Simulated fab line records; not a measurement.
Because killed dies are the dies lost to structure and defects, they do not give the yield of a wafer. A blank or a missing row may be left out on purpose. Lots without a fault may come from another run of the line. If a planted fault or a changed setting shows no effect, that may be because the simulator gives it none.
Which tool did it? ; flow gf180mcu ; 24 lots, 72 wafers sampled, at 2 steps of a route of 602

WHAT THE GAUGES SHOWED, per wafer
GF_CONTACT_THK_MEAS_26: measures by xrf.
lot;measured;on;CONTACT_W_THK (nm)
L074;day 16 05:32;filmMetro-01;304 294 301
L075;day 16 17:03;filmMetro-04;298 298 299
L076;day 16 20:46;filmMetro-04;292 288 294
L077;day 17 07:47;filmMetro-03;298 297 302
L078;day 17 18:44;filmMetro-03;300 294 297
L079;day 17 23:01;filmMetro-03;295 299 298
L080;day 18 14:14;filmMetro-04;297 298 299
L081;day 19 00:40;filmMetro-03;289 296 293
L082;day 19 06:38;filmMetro-01;303 302 300
L083;day 19 10:41;filmMetro-01;301 296 299
L084;day 20 02:08;filmMetro-01;305 302 302
L085;day 20 07:52;filmMetro-01;304 300 304
L086;day 21 01:04;filmMetro-01;298 297 294
L087;day 21 01:25;filmMetro-03;292 291 292
L088;day 21 08:32;filmMetro-03;294 296 296
L089;day 21 21:15;filmMetro-03;291 290 292
L090;day 22 06:55;filmMetro-04;290 295 295
L091;day 22 08:56;filmMetro-03;297 296 295
L092;day 22 16:47;filmMetro-01;303 300 299
L093;day 23 07:14;filmMetro-03;303 299 303
L094;day 23 13:01;filmMetro-03;303 299 300
L095;day 23 17:25;filmMetro-01;295 295 296
L096;day 23 20:56;filmMetro-03;292 297 297
L097;day 24 07:13;filmMetro-03;291 290 294

GF_V2_CD_MEAS_14: the cd target is 260 nm.
lot;measured;on;cdNm (nm)
L074;day 20 09:01;cdSem-01;261.7 261.6 260.5
L075;day 20 21:07;cdSem-02;263.3 261.3 262.7
L076;day 21 02:23;cdSem-02;260.4 261.0 261.2
L077;day 21 12:45;cdSem-02;260.0 260.5 261.3
L078;day 21 23:47;cdSem-01;260.0 260.3 259.9
L079;day 22 04:58;cdSem-01;258.7 259.0 258.5
L080;day 22 18:43;cdSem-01;259.4 259.9 259.8
L081;day 23 04:52;cdSem-01;259.9 260.5 260.9
L082;day 23 10:41;cdSem-01;258.9 259.1 259.6
L083;day 23 14:36;cdSem-01;261.6 259.9 260.2
L084;day 24 04:23;cdSem-01;261.5 260.6 260.3
L085;day 24 09:55;cdSem-01;260.1 260.0 260.2
L086;day 25 01:16;cdSem-02;260.2 261.0 261.0
L087;day 25 02:08;cdSem-02;258.6 259.2 259.5
L088;day 25 07:56;cdSem-01;258.4 259.9 260.6
L089;day 25 20:10;cdSem-02;260.8 261.0 260.3
L090;day 26 04:33;cdSem-01;260.6 261.0 260.7
L091;day 26 05:14;cdSem-01;259.3 258.6 259.0
L092;day 26 12:01;cdSem-01;259.4 258.5 258.1
L093;day 27 02:36;cdSem-01;259.2 258.9 260.1
L094;day 27 08:04;cdSem-02;259.8 260.7 260.1
L095;day 27 11:46;cdSem-02;259.8 260.0 258.7
L096;day 27 13:24;cdSem-02;262.4 260.1 261.1
L097;day 28 00:46;cdSem-02;260.1 258.2 258.9

EACH LOT AND THE TOOL THAT RAN IT (in order: tool; ch and the chambers of the sampled wafers; start)
The record shows no process step preceding these readings.

AS READ BY THE TOOLS THEMSELVES (means over the sampled wafers that have a number; for cases with no such wafer, the mark the record gives instead)
The record holds no such reading with a usual standard deviation.

THE ANSWER, worked out from the rows above alone
Rule: the lots themselves supply what counts as usual. Put in order of their means at a reading, lots are off if they are a third of the lots or fewer, leave a main group of 4 or more, and stand apart from it by a gap of 3 or more times the standard deviation of the main group's means; of several such gaps the widest counts. If all means in a main group match to the digits the tables above print for the reading, that group is not used. A lot without any number at a reading at which 4 lots or more have one is off too. Where the step has rows for the other lots, those lots are counted as sound. Order of review: gauges by route order, followed by the tools' own readings, for which a lot's mean as printed above is used. At the first step where some lot is off, the reading lying furthest off is the one used; lots without a number count as furthest.
Across all readings shown, no lot is off: no conclusion can be drawn from this.

WHAT THE SIMULATOR PUT IN
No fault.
